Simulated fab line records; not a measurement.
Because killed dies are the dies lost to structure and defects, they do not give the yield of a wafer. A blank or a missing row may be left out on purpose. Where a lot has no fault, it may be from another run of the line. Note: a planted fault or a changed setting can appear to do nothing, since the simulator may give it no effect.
Which tool was responsible? :: flow sky130 :: 21 wafers from 7 lots sampled at 2 of the route's 708 steps

WHAT THE GAUGES READ, wafer by wafer
SKY_VIA1_CD_MEAS_12: target cd 150 nm.
lot: L285
measured: day 35 05:15
on: cd-sem-02
cd-nm (nm): 148.7 148.1 149.9

lot: L286
measured: day 36 05:14
on: cd-sem-01
cd-nm (nm): 148.2 148.6 147.6

lot: L288
measured: day 36 19:18
on: cd-sem-01
cd-nm (nm): 148.6 148.6 146.9

lot: L291
measured: day 37 10:31
on: cd-sem-01
cd-nm (nm): 147.3 148.0 150.2

lot: L298
measured: day 39 00:01
on: cd-sem-02
cd-nm (nm): 150.5 150.1 149.5

lot: L303
measured: day 39 20:12
on: cd-sem-02
cd-nm (nm): 149.8 149.2 150.6

lot: L305
measured: day 40 15:11
on: cd-sem-02
cd-nm (nm): 149.8 150.6 150.0

TOOL THAT RAN EACH LOT (tool first, then ch and the chambers of the sampled wafers, then the start)
lot: L285
SKY_CONTACT_STRIP_19: plasma-asher-04 ch 1, day 32 20:47

lot: L286
SKY_CONTACT_STRIP_19: plasma-asher-02 ch 0,1, day 33 21:20

lot: L288
SKY_CONTACT_STRIP_19: plasma-asher-04 ch 0,1, day 34 12:11

lot: L291
SKY_CONTACT_STRIP_19: plasma-asher-04 ch 0,1, day 35 02:08

lot: L298
SKY_CONTACT_STRIP_19: plasma-asher-04 ch 0,1, day 36 18:53

lot: L303
SKY_CONTACT_STRIP_19: plasma-asher-04 ch 0,1, day 37 15:53

lot: L305
SKY_CONTACT_STRIP_19: plasma-asher-03 ch 0,1, day 38 12:14
- SKY_CONTACT_STRIP_19: strips in O2/N2.

THE ANSWER, worked out from the rows above alone
Rule: the lots themselves supply what counts as usual. The widest of any qualifying gaps counts: lots, ordered by their means at a reading, are off when they make up no more than a third of the lots, leave a main group of 4 or more, and stand apart from it by 3 or more times the standard deviation of that group's means. If all means in a main group match to the digits the tables above print for the reading, that group is not used. Also off: a lot with no number at a reading for which 4 or more lots have one. Any other lot the step has rows for is counted as sound.
None of the lots is off at any reading shown; this tells nothing.

WHAT WAS PUT IN BY THE SIMULATOR
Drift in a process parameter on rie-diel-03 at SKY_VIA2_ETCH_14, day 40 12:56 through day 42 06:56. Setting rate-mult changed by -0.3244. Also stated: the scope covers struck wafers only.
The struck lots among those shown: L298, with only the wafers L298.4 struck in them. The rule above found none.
